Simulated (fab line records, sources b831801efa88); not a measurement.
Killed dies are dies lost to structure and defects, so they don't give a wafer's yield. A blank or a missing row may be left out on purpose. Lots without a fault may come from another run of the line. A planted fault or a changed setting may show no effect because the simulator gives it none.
fab line records | flow gf180mcu
record lots=24 wafers=72 last_day=34
route steps=602 shown LVPWELL@138 SAB@265 V1@359 V2@404 V3@453 M4@471
lots that met no fault: from a run of the same line without faults
start_h: hours from the record's first day to the start of the lot's first wafer shown | wait_h: hours since the lot's step before | " the same as in the row above | L1.1+2: a row that stands for several wafers | - no value, or no start given | * or withheld: withheld | < > ~ a bound
route shown NAME@n: a module of which the file shows steps, and the number in the route of the first | usual: mean/standard deviation of fault-free wafers | same: alike in all rows | chamber/n: place in a boat | sites: the reading at each site | _std_site: their standard deviation | _edge_site: outer sites' mean less inner sites' | radius_mm: how far each site lies from the wafer's centre | mask NAME#n: copy n | behind: the tool/chamber that last shaped the wafer | hold: why the lot was held/for how many hours/how that ended | device: the transistor (n, p or np) that didn't switch | end of line: the same wafers' tests at the end of the route | a step without rows: its recipe alone | killed: dies lost to structure and defects at the first sort, not the wafer's yield | map: a wafer's dies, x killed, . not, _ none there
set.NAME: the setting as run; set.NAME@STEP: as run at that earlier step | model.NAME: the simulator's own value behind a step, which no gauge read
steps of the route over a sample of lots; a table a step, a row a wafer
services: from which hour (start_h, from the record's first day; less than 0 if before it) a tool's chamber was out of use, for how many hours, and why
## steps
# step GF_VT_IMPLANT_RS_MEAS_48
# recipe thk_meas_gauge=four-point-probe
# usual LVPWELL_RS=1197/3.6
# columns lot.wafer tool chamber start_h wait_h LVPWELL_RS[ohm/sq]
L074.1 film_metro-04 - 156.80 0.1 1196
L074.4 " - " " 1196
L074.6 " - " " 1194
L075.1 film_metro-02 - 161.67 0.1 1196
L075.2 " - " " 1201
L075.5 " - " " 1201
L076.1 film_metro-04 - 165.56 0.1 1194
L076.5 " - " " 1194
L076.6 " - " " 1195
L077.1 film_metro-03 - 179.37 0.1 1202
L077.2 " - " " 1203
L077.6 " - " " 1201
L078.2 film_metro-02 - 184.69 0.1 1196
L078.4 " - " " 1195
L078.6 " - " " 1196
L079.1 film_metro-03 - 190.48 0.1 1204
L079.5 " - " " 1204
L079.6 " - " " 1204
L080.3 film_metro-04 - 194.86 0.1 1187
L080.4 " - " " 1192
L080.6 " - " " 1194
L081.2 film_metro-04 - 197.34 0.1 1197
L081.3 " - " " 1194
L081.4 " - " " 1197
L082.3 film_metro-03 - 213.14 0.1 1197
L082.5 " - " " 1199
L082.6 " - " " 1202
L083.1 film_metro-04 - 213.93 0.1 1196
L083.3 " - " " 1194
L083.5 " - " " 1193
L084.1 film_metro-03 - 221.27 0.1 1198
L084.3 " - " " 1204
L084.4 " - " " 1195
L085.1 film_metro-03 - 227.92 0.1 1200
L085.5 " - " " 1197
L085.6 " - " " 1197
L086.1 film_metro-04 - 238.33 0.1 1200
L086.2 " - " " 1199
L086.5 " - " " 1200
L087.3 film_metro-03 - 249.96 0.1 1190
L087.4 " - " " 1196
L087.5 " - " " 1198
L088.1 film_metro-03 - 262.78 0.1 1199
L088.2 " - " " 1196
L088.6 " - " " 1193
L089.1 film_metro-04 - 266.92 0.1 1197
L089.4 " - " " 1196
L089.5 " - " " 1196
L090.2 film_metro-02 - 270.42 0.1 1199
L090.3 " - " " 1196
L090.4 " - " " 1195
L091.2 film_metro-02 - 275.83 0.1 1196
L091.3 " - " " 1197
L091.5 " - " " 1197
L092.2 film_metro-04 - 285.69 0.1 1196
L092.4 " - " " 1198
L092.6 " - " " 1196
L093.1 film_metro-02 - 288.07 0.1 1194
L093.2 " - " " 1192
L093.4 " - " " 1196
L094.1 film_metro-04 - 296.73 0.1 1192
L094.3 " - " " 1190
L094.5 " - " " 1190
L095.1 film_metro-02 - 301.73 0.1 1195
L095.3 " - " " 1195
L095.6 " - " " 1197
L096.1 film_metro-02 - 304.23 0.1 1200
L096.2 " - " " 1198
L096.5 " - " " 1202
L097.1 film_metro-02 - 312.98 0.1 1198
L097.2 " - " " 1202
L097.6 " - " " 1197
# step GF_SAB_THK_MEAS_01
# recipe reads=SiO2_of_SAB_CVD_00
# usual SAB_CVD_00_THK=50.3/0.71
# columns lot.wafer tool chamber start_h wait_h SAB_CVD_00_THK[nm]
L074.1 film_metro-01 - 312.45 0.0 50.3
L074.4 " - " " 51.5
L074.6 " - " " 50.9
L075.1 film_metro-02 - 321.53 0.0 50.1
L075.2 " - " " 50.0
L075.5 " - " " 51.0
L076.1 film_metro-02 - 327.89 0.0 50.2
L076.5 " - " " 51.4
L076.6 " - " " 50.7
L077.1 film_metro-03 - 345.58 0.0 49.9
L077.2 " - " " 50.6
L077.6 " - " " 50.7
L078.2 film_metro-01 - 352.99 0.0 50.1
L078.4 " - " " 51.1
L078.6 " - " " 51.4
L079.1 film_metro-02 - 362.40 0.0 49.7
L079.5 " - " " 50.3
L079.6 " - " " 50.0
L080.3 film_metro-03 - 366.86 0.0 48.5
L080.4 " - " " 50.5
L080.6 " - " " 50.0
L081.2 film_metro-01 - 369.70 0.0 49.3
L081.3 " - " " 49.6
L081.4 " - " " 50.4
L082.3 film_metro-01 - 390.80 0.0 49.7
L082.5 " - " " 50.2
L082.6 " - " " 49.7
L083.1 film_metro-02 - 391.72 0.0 49.2
L083.3 " - " " 49.8
L083.5 " - " " 49.9
L084.1 film_metro-02 - 400.53 0.0 50.1
L084.3 " - " " 49.7
L084.4 " - " " 51.7
L085.1 film_metro-01 - 408.07 0.0 49.7
L085.5 " - " " 50.8
L085.6 " - " " 50.4
L086.1 film_metro-03 - 419.82 0.0 50.6
L086.2 " - " " 50.2
L086.5 " - " " 51.0
L087.3 film_metro-01 - 432.31 0.0 50.5
L087.4 " - " " 51.7
L087.5 " - " " 51.4
L088.1 film_metro-03 - 450.97 0.0 50.4
L088.2 " - " " 50.4
L088.6 " - " " 50.4
L089.1 film_metro-02 - 455.02 0.0 49.6
L089.4 " - " " 50.4
L089.5 " - " " 50.2
L090.2 film_metro-02 - 459.72 0.0 49.4
L090.3 " - " " 49.3
L090.4 " - " " 50.4
L091.2 film_metro-03 - 469.06 0.0 50.6
L091.3 " - " " 49.9
L091.5 " - " " 50.7
L092.2 film_metro-02 - 479.71 0.0 49.8
L092.4 " - " " 50.7
L092.6 " - " " 50.5
L093.1 film_metro-02 - 482.00 0.0 49.1
L093.2 " - " " 49.9
L093.4 " - " " 51.0
L094.1 film_metro-02 - 490.13 0.0 50.5
L094.3 " - " " 50.1
L094.5 " - " " 51.1
L095.1 film_metro-01 - 496.86 0.0 49.7
L095.3 " - " " 49.3
L095.6 " - " " 50.0
L096.1 film_metro-01 - 502.14 0.0 50.0
L096.2 " - " " 48.8
L096.5 " - " " 50.1
L097.1 film_metro-03 - 511.59 0.0 50.6
L097.2 " - " " 50.2
L097.6 " - " " 51.4
# step GF_V1_RS_MEAS_24
# recipe thk_meas_gauge=four-point-probe reads=W_of_V1_CVD_23+TiN_of_V1_SPUTTER_22+Ti_of_V1_SPUTTER_21
# usual V1_W_RS=0.324/0.0049
# columns lot.wafer tool chamber start_h wait_h V1_W_RS[ohm/sq]
L074.1 film_metro-01 - 407.19 0.1 0.327
L074.4 " - " " 0.322
L074.6 " - " " 0.324
L075.1 film_metro-03 - 414.94 0.1 0.331
L075.2 " - " " 0.327
L075.5 " - " " 0.333
L076.1 film_metro-03 - 422.81 0.1 0.317
L076.5 " - " " 0.324
L076.6 " - " " 0.314
L077.1 film_metro-01 - 443.93 0.1 0.317
L077.2 " - " " 0.327
L077.6 " - " " 0.314
L078.2 film_metro-03 - 451.53 0.1 0.327
L078.4 " - " " 0.318
L078.6 " - " " 0.317
L079.1 film_metro-01 - 462.26 0.1 0.328
L079.5 " - " " 0.330
L079.6 " - " " 0.327
L080.3 film_metro-02 - 468.11 0.1 0.315
L080.4 " - " " 0.323
L080.6 " - " " 0.315
L081.2 film_metro-01 - 470.52 0.1 0.328
L081.3 " - " " 0.319
L081.4 " - " " 0.326
L082.3 film_metro-01 - 491.19 0.1 0.333
L082.5 " - " " 0.323
L082.6 " - " " 0.329
L083.1 film_metro-01 - 493.22 0.1 0.323
L083.3 " - " " 0.329
L083.5 " - " " 0.329
L084.1 film_metro-02 - 500.67 0.1 0.327
L084.3 " - " " 0.331
L084.4 " - " " 0.330
L085.1 film_metro-01 - 510.50 0.1 0.320
L085.5 " - " " 0.329
L085.6 " - " " 0.320
L086.1 film_metro-02 - 520.73 0.1 0.322
L086.2 " - " " 0.332
L086.5 " - " " 0.326
L087.3 film_metro-03 - 532.39 0.1 0.319
L087.4 " - " " 0.332
L087.5 " - " " 0.320
L088.1 film_metro-02 - 550.59 0.1 0.322
L088.2 " - " " 0.322
L088.6 " - " " 0.325
L089.1 film_metro-01 - 553.53 0.1 0.320
L089.4 " - " " 0.319
L089.5 " - " " 0.326
L090.2 film_metro-02 - 558.65 0.1 0.317
L090.3 " - " " 0.317
L090.4 " - " " 0.329
L091.2 film_metro-01 - 566.75 0.1 0.321
L091.3 " - " " 0.321
L091.5 " - " " 0.331
L092.2 film_metro-01 - 577.26 0.1 0.319
L092.4 " - " " 0.318
L092.6 " - " " 0.316
L093.1 film_metro-01 - 578.60 0.1 0.316
L093.2 " - " " 0.322
L093.4 " - " " 0.322
L094.1 film_metro-01 - 587.39 0.1 0.327
L094.3 " - " " 0.323
L094.5 " - " " 0.326
L095.1 film_metro-03 - 593.70 0.1 0.330
L095.3 " - " " 0.332
L095.6 " - " " 0.325
L096.1 film_metro-01 - 597.32 0.1 0.325
L096.2 " - " " 0.317
L096.5 " - " " 0.319
L097.1 film_metro-03 - 606.11 0.1 0.325
L097.2 " - " " 0.324
L097.6 " - " " 0.325
# step GF_V2_SPUTTER_22
# recipe material=TiN target_thk_nm=10 chamber_pressure_pa=5 power_w=4000 time_s=40
# usual throttle_valve_pct=30.1/0.84
# columns lot.wafer tool chamber start_h wait_h throttle_valve_pct
L074.1 pvd_sputter-04 - 457.99 0.0 28.4
L074.4 " - " " 29.8
L074.6 " - " " 29.4
L075.1 pvd_sputter-02 - 466.07 0.0 30.1
L075.2 " - " " 30.4
L075.5 " - " " 30.6
L076.1 pvd_sputter-04 - 474.90 0.0 29.7
L076.5 " - " " 30.0
L076.6 " - " " 30.6
L077.1 pvd_sputter-04 - 495.13 0.0 30.1
L077.2 " - " " 29.3
L077.6 " - " " 29.7
L078.2 pvd_sputter-01 - 502.65 0.0 30.4
L078.4 " - " " 31.0
L078.6 " - " " 31.7
L079.1 pvd_sputter-04 - 512.65 0.0 29.8
L079.5 " - " " 29.4
L079.6 " - " " 28.5
L080.3 pvd_sputter-01 - 518.50 0.0 29.7
L080.4 " - " " 30.9
L080.6 " - " " 31.8
L081.2 pvd_sputter-02 - 519.74 0.0 30.0
L081.3 " - " " 30.5
L081.4 " - " " 30.4
L082.3 pvd_sputter-02 - 540.43 0.0 30.5
L082.5 " - " " 29.5
L082.6 " - " " 30.8
L083.1 pvd_sputter-04 - 541.17 0.0 29.6
L083.3 " - " " 30.0
L083.5 " - " " 29.5
L084.1 pvd_sputter-02 - 549.70 0.0 30.8
L084.3 " - " " 29.9
L084.4 " - " " 29.7
L085.1 pvd_sputter-04 - 559.14 0.0 29.6
L085.5 " - " " 30.7
L085.6 " - " " 29.4
L086.1 pvd_sputter-04 - 569.15 0.0 30.4
L086.2 " - " " 28.6
L086.5 " - " " 30.6
L087.3 pvd_sputter-01 - 580.02 0.0 31.7
L087.4 " - " " 30.7
L087.5 " - " " 29.7
L088.1 pvd_sputter-04 - 597.70 0.0 29.6
L088.2 " - " " 30.6
L088.6 " - " " 30.0
L089.1 pvd_sputter-02 - 599.62 0.0 30.7
L089.4 " - " " 30.2
L089.5 " - " " 29.5
L090.2 pvd_sputter-04 - 604.73 0.0 29.8
L090.3 " - " " 28.5
L090.4 " - " " 29.4
L091.2 pvd_sputter-01 - 611.65 0.0 29.8
L091.3 " - " " 30.8
L091.5 " - " " 29.9
L092.2 pvd_sputter-01 - 623.04 0.0 31.4
L092.4 " - " " 29.7
L092.6 " - " " 31.4
L093.1 pvd_sputter-01 - 624.12 0.0 31.1
L093.2 " - " " 31.8
L093.4 " - " " 30.0
L094.1 pvd_sputter-02 - 631.03 0.0 30.5
L094.3 " - " " 29.6
L094.5 " - " " 30.2
L095.1 pvd_sputter-04 - 637.16 0.0 29.6
L095.3 " - " " 28.4
L095.6 " - " " 29.9
L096.1 pvd_sputter-02 - 640.82 0.0 30.6
L096.2 " - " " 30.5
L096.5 " - " " 30.9
L097.1 pvd_sputter-02 - 649.51 0.0 29.7
L097.2 " - " " 30.5
L097.6 " - " " 30.7
# step GF_V3_RS_MEAS_24
# recipe thk_meas_gauge=four-point-probe reads=W_of_V3_CVD_23+TiN_of_V3_SPUTTER_22+Ti_of_V3_SPUTTER_21
# usual V3_W_RS=0.324/0.0065
# columns lot.wafer tool chamber start_h wait_h V3_W_RS[ohm/sq]
L074.1 film_metro-02 - 508.51 0.1 0.316
L074.4 " - " " 0.311
L074.6 " - " " 0.311
L075.1 film_metro-01 - 517.64 0.1 0.318
L075.2 " - " " 0.330
L075.5 " - " " 0.316
L076.1 film_metro-03 - 525.65 0.1 0.331
L076.5 " - " " 0.325
L076.6 " - " " 0.332
L077.1 film_metro-03 - 545.04 0.1 0.330
L077.2 " - " " 0.314
L077.6 " - " " 0.329
L078.2 film_metro-02 - 551.84 0.1 0.317
L078.4 " - " " 0.321
L078.6 " - " " 0.314
L079.1 film_metro-01 - 561.43 0.1 0.321
L079.5 " - " " 0.312
L079.6 " - " " 0.324
L080.3 film_metro-01 - 567.65 0.1 0.331
L080.4 " - " " 0.324
L080.6 " - " " 0.329
L081.2 film_metro-01 - 568.66 0.1 0.315
L081.3 " - " " 0.316
L081.4 " - " " 0.325
L082.3 film_metro-03 - 587.46 0.1 0.323
L082.5 " - " " 0.322
L082.6 " - " " 0.312
L083.1 film_metro-01 - 588.70 0.1 0.329
L083.3 " - " " 0.326
L083.5 " - " " 0.334
L084.1 film_metro-01 - 595.87 0.1 0.311
L084.3 " - " " 0.316
L084.4 " - " " 0.324
L085.1 film_metro-01 - 606.00 0.1 0.317
L085.5 " - " " 0.328
L085.6 " - " " 0.321
L086.1 film_metro-03 - 616.07 0.1 0.329
L086.2 " - " " 0.326
L086.5 " - " " 0.330
L087.3 film_metro-02 - 626.15 0.1 0.329
L087.4 " - " " 0.331
L087.5 " - " " 0.328
L088.1 film_metro-02 - 642.06 0.1 0.330
L088.2 " - " " 0.316
L088.6 " - " " 0.315
L089.1 film_metro-02 - 643.31 0.1 0.328
L089.4 " - " " 0.322
L089.5 " - " " 0.332
L090.2 film_metro-03 - 648.48 0.1 0.327
L090.3 " - " " 0.317
L090.4 " - " " 0.328
L091.2 film_metro-01 - 654.74 0.2 0.328
L091.3 " - " " 0.325
L091.5 " - " " 0.326
L092.2 film_metro-01 - 666.53 0.2 0.329
L092.4 " - " " 0.323
L092.6 " - " " 0.324
L093.1 film_metro-03 - 666.61 0.1 0.314
L093.2 " - " " 0.323
L093.4 " - " " 0.318
L094.1 film_metro-02 - 673.56 0.1 0.330
L094.3 " - " " 0.333
L094.5 " - " " 0.333
L095.1 film_metro-02 - 678.69 0.1 0.332
L095.3 " - " " 0.330
L095.6 " - " " 0.330
L096.1 film_metro-01 - 682.58 0.1 0.329
L096.2 " - " " 0.336
L096.5 " - " " 0.328
L097.1 film_metro-03 - 690.36 0.1 0.331
L097.2 " - " " 0.325
L097.6 " - " " 0.327
# step GF_M4_OVL_MEAS_15
# usual M4_OVL=1/6.6
# columns lot.wafer tool chamber start_h wait_h M4_OVL[nm]
L074.1 overlay-02 - 532.54 0.1 3
L074.4 " - " " -5
L074.6 " - " " 2
L075.1 overlay-01 - 540.64 0.1 3
L075.2 " - " " 4
L075.5 " - " " 3
L076.1 overlay-02 - 548.95 0.1 8
L076.5 " - " " 6
L076.6 " - " " 11
L077.1 overlay-01 - 567.89 0.1 6
L077.2 " - " " -7
L077.6 " - " " -7
L078.2 overlay-01 - 574.66 0.1 7
L078.4 " - " " 8
L078.6 " - " " 10
L079.1 overlay-02 - 583.61 0.1 -7
L079.5 " - " " -15
L079.6 " - " " -1
L080.3 overlay-02 - 590.25 0.1 -14
L080.4 " - " " 5
L080.6 " - " " 2
L081.2 overlay-02 - 591.11 0.1 11
L081.3 " - " " 0
L081.4 " - " " 2
L082.3 overlay-02 - 608.85 0.1 -1
L082.5 " - " " 5
L082.6 " - " " -10
L083.1 overlay-01 - 609.90 0.1 -15
L083.3 " - " " -8
L083.5 " - " " -11
L084.1 overlay-01 - 617.15 0.1 -5
L084.3 " - " " 2
L084.4 " - " " 0
L085.1 overlay-01 - 627.09 0.1 4
L085.5 " - " " 5
L085.6 " - " " 5
L086.1 overlay-01 - 636.30 0.1 3
L086.2 " - " " 8
L086.5 " - " " 0
L087.3 overlay-02 - 646.61 0.1 13
L087.4 " - " " -4
L087.5 " - " " 6
L088.1 overlay-01 - 662.65 0.1 2
L088.2 " - " " 0
L088.6 " - " " 6
L089.1 overlay-01 - 663.60 0.1 5
L089.4 " - " " -1
L089.5 " - " " 17
L090.2 overlay-02 - 668.99 0.1 -3
L090.3 " - " " -6
L090.4 " - " " -1
L091.2 overlay-02 - 674.25 0.1 10
L091.3 " - " " -5
L091.5 " - " " -4
L092.2 overlay-01 - 686.11 0.1 -3
L092.4 " - " " -1
L092.6 " - " " -9
L093.1 overlay-02 - 686.24 0.1 -1
L093.2 " - " " 6
L093.4 " - " " 3
L094.1 overlay-02 - 692.85 0.1 4
L094.3 " - " " 12
L094.5 " - " " 5
L095.1 overlay-02 - 698.45 0.1 -1
L095.3 " - " " 1
L095.6 " - " " 1
L096.1 overlay-02 - 701.94 0.1 11
L096.2 " - " " -6
L096.5 " - " " -3
L097.1 overlay-01 - 709.50 0.1 17
L097.2 " - " " 11
L097.6 " - " " 8
## services
# columns tool chamber start_h hours kind
pvd_sputter-01 1 607.97 - consumable_replace:kit
pvd_sputter-01 1 607.97 18.0 scheduled_down
pvd_sputter-01 1 607.97 18.0 vent_cycle
## key
fault none
